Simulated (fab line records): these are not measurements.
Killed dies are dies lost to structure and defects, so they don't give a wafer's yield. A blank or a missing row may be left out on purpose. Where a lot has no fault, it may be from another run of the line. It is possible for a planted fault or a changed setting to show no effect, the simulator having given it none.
Matching of chambers + flow sky130 + SKY_VIA4_CMP_02 on cmp-02 has 4 sister chambers
The step polishes SiO2. 8 wafers are shown with their chamber, then 8 later ones without.

## WAFERS, EACH WITH ITS CHAMBER
| wafer  | chamber | motor_current_A (A) |
|--------|---------|---------------------|
| L685.2 | 1       | 13.1                |
| L685.4 | 2       | 11.6                |
| L688.6 | 2       | 11.5                |
| L690.1 | 0       | 10.3                |
| L701.1 | 1       | 12.6                |
| L701.2 | 3       | 12.1                |
| L701.6 | 0       | 9.8                 |
| L702.1 | 3       | 12.2                |

## WAFERS WITH NO CHAMBER GIVEN
| wafer  | motor_current_A (A) |
|--------|---------------------|
| L702.2 | 12.0                |
| L702.3 | 10.0                |
| L703.3 | 12.4                |
| L703.4 | 10.9                |
| L703.5 | 10.1                |
| L704.3 | 11.4                |
| L704.4 | 12.3                |
| L704.5 | 12.5                |

## THE CHAMBER EACH PASSED THROUGH
| wafer  | from the rows above     | in truth |
|--------|-------------------------|----------|
| L702.2 | can't be placed: 3 or 2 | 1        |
| L702.3 | 0                       | 0        |
| L703.3 | can't be placed: 3 or 1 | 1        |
| L703.4 | can't be placed: 2 or 0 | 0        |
| L703.5 | 0                       | 0        |
| L704.3 | 2                       | 2        |
| L704.4 | can't be placed: 3 or 1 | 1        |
| L704.5 | can't be placed: 1 or 3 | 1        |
Correct placement for 3 of the 8. From these rows, 5 cannot be placed; in 4 the true chamber is one of the candidates. Wrongly placed: 0.
How it was worked out, from the rows above alone: a wafer's distance from a chamber is the root of the sum, over the readings, of the square of ((its reading less the chamber's mean) divided by the reading's scatter). If the next closest chamber is less than 2 further off than the closest, the wafer can't be placed; otherwise it belongs to the closest. The mean given for a chamber averages the wafers shown for that chamber. The scatter: take each reading less its chamber's mean, square it, sum over the shown wafers, divide by the number of wafers less the number of chambers, and take the root.
